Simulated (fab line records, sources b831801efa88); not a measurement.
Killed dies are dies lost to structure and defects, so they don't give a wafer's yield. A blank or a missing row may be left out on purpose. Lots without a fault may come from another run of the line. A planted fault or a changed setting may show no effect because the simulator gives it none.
fab line records | flow sky130
record lots=6 wafers=18 last_day=49
route steps=708 shown VIA2@516 PAD_OPEN@708
lots that met no fault: from a run of the same line without faults
start_h: hours from the record's first day to the start of the lot's first wafer shown | wait_h: hours since the lot's step before | " the same as in the row above | L1.1+2: a row that stands for several wafers | - no value, or no start given | * or withheld: withheld | < > ~ a bound
route shown NAME@n: a module of which the file shows steps, and the number in the route of the first | usual: mean/standard deviation of fault-free wafers | same: alike in all rows | chamber/n: place in a boat | sites: the reading at each site | _std_site: their standard deviation | _edge_site: outer sites' mean less inner sites' | radius_mm: how far each site lies from the wafer's centre | mask NAME#n: copy n | behind: the tool/chamber that last shaped the wafer | hold: why the lot was held/for how many hours/how that ended | device: the transistor (n, p or np) that didn't switch | end of line: the same wafers' tests at the end of the route | a step without rows: its recipe alone | killed: dies lost to structure and defects at the first sort, not the wafer's yield | map: a wafer's dies, x killed, . not, _ none there
set.NAME: the setting as run; set.NAME@STEP: as run at that earlier step | model.NAME: the simulator's own value behind a step, which no gauge read
lots at some steps of the route; a table a step, a row a wafer
services: from which hour (start_h, from the record's first day; less than 0 if before it) a tool's chamber was out of use, for how many hours, and why
## steps
# step SKY_VIA2_EXPOSE_09
# recipe mask_id=VIM2 na=0.8 source_shape=annular sigma_inner=0.55 sigma_outer=0.85 target_cd_nm=200 dose_mj=38
# step SKY_VIA2_PEB_10
# recipe peb_temp_c=withheld peb_time_s=withheld resist=KrF-thick
# step SKY_VIA2_DEVELOP_11
# recipe develop_time_s=58.82 resist=KrF-thick dev_temp_c=21
# step SKY_VIA2_CD_MEAS_12
# recipe target_cd_nm=200
# usual cd_nm=200.0/1.6
# columns lot.wafer tool chamber start_h wait_h cd_nm
L840.1 cd_sem-01 - 851.78 - 199.8
L840.2 " - " " 197.8
L840.5 " - " " 198.6
L843.3 cd_sem-01 - 894.87 - 201.4
L843.4 " - " " 200.8
L843.5 " - " " 202.1
L853.1 cd_sem-01 - 952.02 - 200.4
L853.3 " - " " 201.2
L853.6 " - " " 200.6
L854.2 cd_sem-01 - 956.58 - 199.4
L854.4 " - " " 199.9
L854.6 " - " " 198.9
L856.1 cd_sem-01 - 971.74 - 198.5
L856.4 " - " " 198.4
L856.5 " - " " 198.3
L857.1 cd_sem-01 - 980.96 - 198.9
L857.3 " - " " 197.3
L857.4 " - " " 197.7
# step SKY_VIA2_OVL_MEAS_13
# usual VIA2_OVL=2/5
# columns lot.wafer tool chamber start_h wait_h VIA2_OVL[nm]
L840.1 overlay-01 - 851.90 0.1 0
L840.2 " - " " 4
L840.5 " - " " 1
L843.3 overlay-02 - 894.97 0.1 -3
L843.4 " - " " 1
L843.5 " - " " -1
L853.1 overlay-01 - 952.14 0.1 3
L853.3 " - " " 2
L853.6 " - " " 9
L854.2 overlay-02 - 956.68 0.1 6
L854.4 " - " " -2
L854.6 " - " " 2
L856.1 overlay-01 - 971.86 0.1 -3
L856.4 " - " " -3
L856.5 " - " " -2
L857.1 overlay-01 - 981.08 0.1 11
L857.3 " - " " 14
L857.4 " - " " 7
# step SKY_VIA2_ETCH_14
# recipe chemistry=N2/H2 target=BARC ion_energy_ev=200 source_w=500 bias_w=100 pressure_mtorr=30 n2_flow_sccm=100 h2_flow_sccm=200 stop_on=SiO2 time_s=45.9 target_depth_a=600
# usual drypump_motor_current_A=5.8/0.41 oes_product_au=0.854/0.005 throttle_valve_pct=13.224/0.0099
# columns lot.wafer tool chamber start_h wait_h drypump_motor_current_A oes_product_au rf_hours_counter_h throttle_valve_pct
L840.1 rie_diel-01 2 851.94 0.0 5.4 0.852 1 13.219
L840.2 " 3 " " 4.8 0.849 14 13.228
L840.5 " 2 " " 5.4 0.848 - 13.220
L843.3 rie_diel-01 3 894.99 0.0 4.8 0.848 16 13.244
L843.4 " 2 " " 5.3 0.854 2 13.226
L843.5 " 3 " " 4.8 0.854 - 13.219
L853.1 rie_diel-02 0 952.17 0.0 5.6 0.848 5 13.235
L853.3 " 2 " " 6.1 0.849 23 13.241
L853.6 " 0 " " 5.6 0.854 - 13.227
L854.2 rie_diel-03 1 956.71 0.0 5.8 0.851 6 13.227
L854.4 " 0 " " 5.9 0.857 13 13.236
L854.6 " 0 " " 5.8 0.865 - 13.236
L856.1 rie_diel-02 1 971.89 0.0 5.9 0.855 15 13.223
L856.4 " 3 " " 5.6 0.848 - 13.231
L856.5 " 1 " " 5.9 0.856 - 13.223
L857.1 rie_diel-03 0 981.12 0.0 5.8 0.852 14 13.214
L857.3 " 1 " " 5.9 0.864 7 13.216
L857.4 " 2 " " 6.4 0.851 18 13.219
# step SKY_VIA2_ETCH_15
# recipe target=SiO2 chemistry=C4F8/O2/Ar target_depth_nm=546 stop_on=TiN mask_material=KrF-thick source_w=1500 bias_w=1200 pressure_mtorr=40 c4f8_flow_sccm=withheld O2_flow_sccm=6 Ar_flow_sccm=300 time_s=84
# usual oes_product_au=0.939/0.0049
# columns lot.wafer tool chamber start_h wait_h oes_product_au rf_hours_counter_h
L840.1 rie_diel-01 2 851.98 0.0 0.936 1
L840.2 " 3 " " 0.936 14
L840.5 " 2 " " 0.941 -
L843.3 rie_diel-01 3 895.03 0.0 0.934 16
L843.4 " 2 " " 0.941 2
L843.5 " 3 " " 0.948 -
L853.1 rie_diel-02 0 952.21 0.0 0.932 5
L853.3 " 2 " " 0.938 23
L853.6 " 0 " " 0.928 -
L854.2 rie_diel-03 1 956.76 0.0 0.935 6
L854.4 " 0 " " 0.937 13
L854.6 " 0 " " 0.939 -
L856.1 rie_diel-02 1 971.93 0.0 0.942 15
L856.4 " 3 " " 0.936 -
L856.5 " 1 " " 0.947 -
L857.1 rie_diel-03 0 981.16 0.0 0.937 14
L857.3 " 1 " " 0.949 7
L857.4 " 2 " " 0.940 18
# step SKY_VIA2_STRIP_16
# recipe chemistry=O2/N2 power_w=1400 pressure_mtorr=1500 platen_temp_c=withheld o2_flow_sccm=3000 n2_flow_sccm=300 overash_fraction=0.5
# usual drypump_motor_current_A=5.6/0.33 oes_product_au=0.399/0.005 strip_time_to_endpoint_s=4.064/0.023
# columns lot.wafer tool chamber start_h wait_h drypump_motor_current_A oes_product_au rf_hours_counter_h strip_time_to_endpoint_s
L840.1 plasma_asher-03 1 852.04 0.0 5.9 0.396 100 4.097
L840.2 " 0 " " 6.0 0.407 100 4.061
L840.5 " 1 " " 5.9 0.401 - 4.103
L843.3 plasma_asher-04 1 895.13 0.1 5.6 0.401 - 4.038
L843.4 " 0 " " 5.0 0.406 - 4.109
L843.5 " 0 " " 5.0 0.391 - 4.026
L853.1 plasma_asher-01 0 952.28 0.0 5.6 0.391 79 4.021
L853.3 " 1 " " 5.4 0.402 - 4.069
L853.6 " 1 " " 5.5 0.401 - 4.046
L854.2 plasma_asher-04 0 956.82 0.0 5.0 0.397 54 4.027
L854.4 " 0 " " 5.0 0.402 - 4.046
L854.6 " 0 " " 5.0 0.401 - 4.044
L856.1 plasma_asher-01 1 972.00 0.0 5.4 0.403 81 4.063
L856.4 " 1 " " 5.4 0.403 - 4.058
L856.5 " 0 " " 5.7 0.396 - 4.060
L857.1 plasma_asher-01 1 981.22 0.0 5.4 0.391 82 4.097
L857.3 " 0 " " 5.6 0.403 - 4.072
L857.4 " 1 " " 5.4 0.401 - 4.114
# step SKY_VIA2_STRIP_17
# recipe chemistry=post_etch_residue_remover time_s=1200 temp_c=72.5
# step SKY_VIA2_CLEAN_18
# recipe chemistry=IPA time_s=180 temp_c=25
# step SKY_VIA2_CLEAN_19
# recipe chemistry=O3/DIW dry=n2_spin
# step SKY_VIA2_SPUTTER_20
# recipe material=TiN target_thk_nm=20 chamber_pressure_pa=5 power_w=4000 time_s=80
# usual throttle_valve_pct=30.2/0.92
# columns lot.wafer tool chamber start_h wait_h throttle_valve_pct
L840.1 pvd_sputter-02 - 852.68 0.0 29.6
L840.2 " - " " 31.0
L840.5 " - " " 31.4
L843.3 pvd_sputter-02 - 895.69 0.0 29.9
L843.4 " - " " 29.7
L843.5 " - " " 29.7
L853.1 pvd_sputter-04 - 952.87 0.0 29.6
L853.3 " - " " 30.7
L853.6 " - " " 31.1
L854.2 pvd_sputter-03 - 957.41 0.0 30.4
L854.4 " - " " 31.3
L854.6 " - " " 31.5
L856.1 pvd_sputter-02 - 972.59 0.0 29.8
L856.4 " - " " 31.2
L856.5 " - " " 29.6
L857.1 pvd_sputter-04 - 981.87 0.0 29.7
L857.3 " - " " 27.2
L857.4 " - " " 30.6
# step SKY_VIA2_CVD_21
# recipe material=W target_thk_nm=420 time_s=126.4 temp_c=400 pressure_torr=40
# usual chamber_pressure_Torr=40.00/0.086 heater_power_outer_w=496/36 heater_power_w=789/73
# columns lot.wafer tool chamber start_h wait_h chamber_pressure_Torr heater_power_outer_w heater_power_w model.W_of_VIA2_CVD_21.thk_nm
L840.1 cvd_w-01 1 852.75 0.0 39.98 463 714 427
L840.2 " 0 " " 39.79 530 940 428.4
L840.5 " 0 " " 39.95 532 918 428.9
L843.3 cvd_w-02 1 895.80 0.1 40.00 519 831 419.9
L843.4 " 0 " " 40.03 514 776 413.4
L843.5 " 1 " " 39.86 518 817 412.8
L853.1 cvd_w-01 0 952.93 0.0 33.46 484 848 389.9
L853.3 " 1 " " 40.01 433 661 426.7
L853.6 " 0 " " 33.23 498 836 395.2
L854.2 cvd_w-01 0 957.47 0.0 33.41 484 827 389
L854.4 " 1 " " 39.83 424 685 429.7
L854.6 " 0 " " 33.58 488 832 392.5
L856.1 cvd_w-02 1 972.65 0.0 39.94 527 813 415.9
L856.4 " 0 " " 40.12 516 777 416.5
L856.5 " 1 " " 40.02 521 835 417.6
L857.1 cvd_w-02 0 981.93 0.0 39.99 535 777 409.4
L857.3 " 1 " " 39.96 533 811 410.4
L857.4 " 0 " " 40.17 516 771 415.3
# step SKY_VIA2_RS_MEAS_22
# recipe thk_meas_gauge=four-point-probe reads=W_of_VIA2_CVD_21+TiN_of_VIA2_SPUTTER_20
# usual VIA2_W_RS=0.273/0.0043
# columns lot.wafer tool chamber start_h wait_h VIA2_W_RS[ohm/sq]
L840.1 film_metro-03 - 852.88 0.1 0.268
L840.2 " - " " 0.267
L840.5 " - " " 0.266
L843.3 film_metro-01 - 895.92 0.1 0.273
L843.4 " - " " 0.278
L843.5 " - " " 0.277
L853.1 film_metro-02 - 953.06 0.1 0.294
L853.3 " - " " 0.269
L853.6 " - " " 0.290
L854.2 film_metro-02 - 957.62 0.1 0.294
L854.4 " - " " 0.266
L854.6 " - " " 0.292
L856.1 film_metro-01 - 972.78 0.1 0.275
L856.4 " - " " 0.274
L856.5 " - " " 0.274
L857.1 film_metro-02 - 982.06 0.1 0.279
L857.3 " - " " 0.279
L857.4 " - " " 0.275
# step SKY_VIA2_THK_MEAS_23
# recipe thk_meas_gauge=xrf reads=W_of_VIA2_CVD_21
# usual VIA2_W_THK=422/8.3
# columns lot.wafer tool chamber start_h wait_h VIA2_W_THK[nm]
L840.1 film_metro-03 - 853.00 0.1 427
L840.2 " - " " 427
L840.5 " - " " 425
L843.3 film_metro-01 - 896.02 0.1 431
L843.4 " - " " 427
L843.5 " - " " 424
L853.1 film_metro-02 - 953.18 0.1 383
L853.3 " - " " 416
L853.6 " - " " 387
L854.2 film_metro-02 - 957.73 0.1 382
L854.4 " - " " 420
L854.6 " - " " 388
L856.1 film_metro-01 - 972.90 0.1 419
L856.4 " - " " 418
L856.5 " - " " 419
L857.1 film_metro-02 - 982.18 0.1 411
L857.3 " - " " 410
L857.4 " - " " 415
# step SKY_VIA2_CMP_24
# recipe stop_on=SiO2 t_overpolish_s=20 down_force_psi=3.5 platen_rpm=60 target_thk_nm=0 pad_velocity_m_s=0.94248
# usual motor_current_A=11.2/1.1 time_to_endpoint_s=101/3.3
# columns lot.wafer tool chamber start_h wait_h motor_current_A time_to_endpoint_s
L840.2 cmp-02 3 853.11 0.1 10.2 106
L840.1 " 1 " " 12.7 102
L840.5 " 3 " " 10.6 108
L843.4 cmp-02 2 896.06 0.0 11.1 97
L843.3 " 0 " " 10.5 96
L843.5 " 3 " " 10.2 98
L853.1 cmp-02 0 953.34 0.1 10.3 89
L853.3 " 1 " " 12.7 98
L853.6 " 3 " " 10.5 95
L854.4 cmp-02 0 957.83 0.1 10.4 106
L854.2 " 1 " " 12.7 93
L854.6 " 3 " " 10.6 94
L856.1 cmp-01 1 974.54 1.6 12.3 101
L856.4 " 2 " " 10.4 100
L856.5 " 2 " " 9.9 100
L857.1 cmp-01 2 982.24 0.1 9.8 94
L857.4 " 0 " " 12.5 97
L857.3 " 1 " " 11.9 97
# step SKY_PAD_OPEN_PROBE_99
# usual defect_limited_yield=82.5/1.9 killed_at_M0_to_M3=44/6.6 killed_at_M4_up=3.0/2 killed_at_contacts=24/5.1 killed_at_front_end=15/4.1 killed_at_other=0.4/0.62 killed_dies=86/9.3 killed_open=46/6.8 killed_short=40/5.8 sort_bin_3_pad_short=0.8/0.4 sort_bin_5_function=10.3/1.4 sort_bin_6_memory=6.4/1 sort_n_pass=406/9.3 sort_yield_pct=82.5/1.9
# same gross_dies=492 killed_at_back_side=0 sort_bin_4_leakage[%]=0 sort_bin_8_speed[%]=0
# columns lot.wafer tool chamber start_h wait_h defect_limited_yield[%] killed_at_M0_to_M3 killed_at_M4_up killed_at_contacts killed_at_front_end killed_at_other killed_dies killed_open killed_short sort_bin_3_pad_short[%] sort_bin_5_function[%] sort_bin_6_memory[%] sort_n_pass sort_yield_pct[%]
L853.1 prober-02 - 1154.64 0.1 83.3 38 5 24 15 0 82 47 35 1.0 9.8 5.9 410 83.3
L853.3 prober-02 - 1154.74 0.2 82.1 47 4 19 16 2 88 50 38 0.4 10.8 6.7 404 82.1
L853.6 prober-02 - 1154.89 0.2 85.8 33 3 19 14 1 70 40 30 0.4 8.5 5.3 422 85.8
L854.2 prober-01 - 1159.92 0.1 83.5 42 8 22 9 0 81 36 45 0.4 10.0 6.1 411 83.5
L854.4 prober-01 - 1160.02 0.2 85.4 36 1 17 18 0 72 42 30 0 9.1 5.5 420 85.4
L854.6 prober-01 - 1160.12 0.2 83.3 33 4 35 10 0 82 42 40 1.6 8.9 6.1 410 83.3
L857.1 prober-02 - 1178.86 0.1 80.3 45 5 29 18 0 97 51 46 0.6 13.0 6.1 395 80.3
L857.3 prober-02 - 1178.96 0.2 83.3 53 0 19 10 0 82 47 35 0.4 10.6 5.7 410 83.3
L857.4 prober-02 - 1179.01 0.2 83.9 39 6 22 12 0 79 47 32 1.0 8.3 6.7 413 83.9
# killed by level:class
L853.1 VIA1:geometric_particle:open=12 CONTACT:geometric_particle:open=8 LI_CONTACT:geometric_particle:open=7 VIA3:geometric_particle:open=5 METAL4:geometric_particle:short=5 METAL2:geometric_particle:short=5 FIELD_ISO:geometric_particle:open=4 POLY_GATE:geometric_particle:short=4
L853.3 VIA1:geometric_particle:open=12 CONTACT:geometric_particle:open=10 VIA1:geometric_particle:short=8 VIA2:geometric_particle:open=6 FIELD_ISO:geometric_particle:open=4 VIA3:geometric_particle:short=4 METAL1:geometric_particle:short=4 METAL2:geometric_particle:short=4
L853.6 VIA1:geometric_particle:open=11 LI_CONTACT:geometric_particle:open=8 CONTACT:geometric_particle:open=5 VIA2:geometric_particle:short=5 FIELD_ISO:geometric_particle:short=4 FIELD_ISO:geometric_particle:open=4 METAL2:geometric_particle:short=4 POLY_GATE:geometric_particle:short=3
L854.2 VIA1:geometric_particle:open=8 VIA2:geometric_particle:open=8 METAL4:geometric_particle:short=7 CONTACT:geometric_particle:short=6 LI_CONTACT:geometric_particle:open=5 METAL1:geometric_particle:short=5 VIA3:geometric_particle:short=5 LI_CONTACT:geometric_particle:short=4
L854.4 FIELD_ISO:geometric_particle:open=8 VIA2:geometric_particle:open=8 CONTACT:geometric_particle:open=7 VIA3:geometric_particle:open=6 POLY_GATE:geometric_particle:short=5 VIA1:geometric_particle:short=4 VIA1:geometric_particle:open=4 VIA3:geometric_particle:short=4
L854.6 CONTACT:geometric_particle:short=11 CONTACT:geometric_particle:open=10 VIA2:geometric_particle:open=7 VIA3:geometric_particle:open=7 LI_CONTACT:geometric_particle:short=5 LI_CONTACT:geometric_particle:open=5 VIA1:geometric_particle:open=5 LOCAL_INTERCONNECT:geometric_particle:short=4
L857.1 CONTACT:geometric_particle:open=9 METAL2:geometric_particle:short=9 FIELD_ISO:geometric_particle:open=8 LI_CONTACT:geometric_particle:open=8 VIA2:geometric_particle:open=5 METAL1:geometric_particle:short=5 VIA1:geometric_particle:short=5 VIA3:geometric_particle:short=5
L857.3 METAL1:geometric_particle:short=11 VIA1:geometric_particle:open=9 CONTACT:geometric_particle:open=9 VIA2:geometric_particle:open=8 VIA1:geometric_particle:short=7 VIA3:geometric_particle:open=7 FIELD_ISO:geometric_particle:open=5 LOCAL_INTERCONNECT:geometric_particle:short=4
L857.4 CONTACT:geometric_particle:open=12 VIA1:geometric_particle:open=10 VIA2:geometric_particle:open=6 LOCAL_INTERCONNECT:geometric_particle:short=4 METAL1:geometric_particle:short=4 METAL2:geometric_particle:short=4 METAL4:geometric_particle:short=4 FIELD_ISO:geometric_particle:short=3
## services
# columns tool chamber start_h hours kind
cmp-01 - 828.92 1.5 repair
plasma_asher-01 - 832.91 2.8 pm
rie_diel-03 0 836.64 2.2 repair
pvd_sputter-04 - 843.98 14.7 repair
rie_diel-01 1 853.89 1.4 repair
cmp-02 - 860.25 0.6 repair
rie_diel-02 - 864.44 0.2 repair
cvd_w-02 - 870.64 1.0 repair
cmp-02 - 890.01 0.8 repair
cvd_w-02 - 901.08 6.0 pm
rie_diel-02 2 902.52 7.1 repair
pvd_sputter-04 - 903.38 32.2 repair
plasma_asher-03 - 903.62 2.8 pm
cvd_w-01 - 904.00 14.0 pm
cmp-02 - 907.97 0.5 repair
cmp-01 - 912.00 4.0 pm
plasma_asher-04 - 917.96 3.3 repair
rie_diel-03 0 919.19 15.4 repair
cvd_w-01 - 920.78 6.9 pm
cvd_w-02 - 946.47 1.4 repair
rie_diel-02 0 962.38 44.1 repair
cmp-02 - 967.95 6.4 pm
cmp-01 - 972.04 1.9 repair
rie_diel-02 - 977.39 15.6 pm
## key
first_sign step=SKY_VIA2_CVD_21 reading=chamber_pressure_Torr direction=down sigmas=76 usual=40.00 struck=33.42
effect step=SKY_VIA2_RS_MEAS_22 reading=VIA2_W_RS direction=up sigmas=4.6 usual=0.273 struck=0.293
effect step=SKY_VIA2_THK_MEAS_23 reading=VIA2_W_THK direction=down sigmas=4.4 usual=422 struck=385
model_effect step=SKY_VIA2_CVD_21 value=W_of_VIA2_CVD_21.thk_nm without=428 struck=391.6
met_at SKY_VIA2_CVD_21
struck_wafers L853.1,L853.6,L854.2,L854.6
onset_between 852.75 952.93
fault kind=process_parameter_drift tool=cvd_w-01 chamber=0 onset_h=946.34 steps=SKY_VIA2_CVD_21 channel=pressure_torr offset=-6.5637 shape=step end_h=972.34 acts_in=these_recipes_only stated=40
